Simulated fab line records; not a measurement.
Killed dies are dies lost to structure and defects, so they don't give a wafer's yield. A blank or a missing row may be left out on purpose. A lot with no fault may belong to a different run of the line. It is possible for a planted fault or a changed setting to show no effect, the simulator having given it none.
Problem report, 8D (eight disciplines) form, completed by code | flow sky130 | the parts of the form that need people (team, actions taken, sign-off) are left out

1. THE ISSUE
Mean of spinSpeedRpm at SKY_PASSIVATION_COAT_06: 2212.1 rpm across 6 wafers in 2 lots; on wafers with no fault it is 2000.0 rpm (standard deviation 1.4). So: +99 or more standard deviations from the usual mean.
The step: resist thk 3000 nm.
First seen on wafer L971.1, day 46 08:38, on lithoTrack-02. Wafers with a number at this step in the record: 30, from 10 lots. By rule, "out" or "out of limits" means more than 4 standard deviations away from the usual mean. Any other wafer with a number is counted as sound.

2. WHAT IT IS, WHAT IT ISN'T
question                    | is                     | is not
which readings at this step | spinSpeedRpm           | -
which lots                  | L971, L973             | L964, L968, L972, L980, L982, L983, L985, L986
which wafers of those lots  | all that have a number | -
read on which tools         | lithoTrack-02          | lithoTrack-03, lithoTrack-04
when                        | from day 46 08:38      | up to then (6 sound wafers); but 18 sound wafers of L972, L980, L982, L983, L985, L986 came after

3. THE SUSPECTS, EACH WITH WHAT RULES IT OUT
Counting: a tool stays on the suspect list if, at a process step up to the reading, it processed all lots that are out and no sound lot following the first of them.
- plasmaAsher-01 at SKY_DNWELL_STRIP_08 (strips in O2/N2): ruled out as a lasting fault. Sound lots L985 ran on it after its first lot that is out, L971 (day 4 19:43).
- lithoTrack-02 at SKY_PASSIVATION_COAT_06 (resist thk 3000 nm): ruled out as a lasting fault. Sound lots L983 ran on it after its first lot that is out, L971 (day 46 08:38).
Left after counting: nothing in the record.

4. THE CAUSE (what the simulator had put in)
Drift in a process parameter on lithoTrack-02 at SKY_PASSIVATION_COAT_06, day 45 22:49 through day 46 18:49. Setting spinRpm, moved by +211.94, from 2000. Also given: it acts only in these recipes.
Counting ruled it out, wrongly.

5. THE CHAIN OF EFFECTS, in route order
Rows list readings where the struck wafers' mean (over those with a number) sits beyond 3 standard deviations from the usual. Scope: only readings with a usual standard deviation given in the record; hours: median across lots of the time from each lot's start at the first step in this table that gives one to its start at this step; sigmas: change in usual standard deviations.
hours | step                     | reading              | usual      | on struck wafers | change | sigmas
0     | SKY_PASSIVATION_COAT_06  | spinSpeedRpm         | 2000.0 rpm | 2212.1           | +212.1 | +99 or more
11    | SKY_PASSIVATION_STRIP_12 | stripTimeToEndpointS | 31.46 s    | 29.78            | -1.68  | -19
Its process steps:
- SKY_PASSIVATION_COAT_06: resist thk 3000 nm.
- SKY_PASSIVATION_STRIP_12: strips in O2/N2.

6. WHAT WOULD HAVE CAUGHT IT SOONER
The fault began at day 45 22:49; the first out-of-limits reading in this record came at day 46 08:38, 10 hours later.
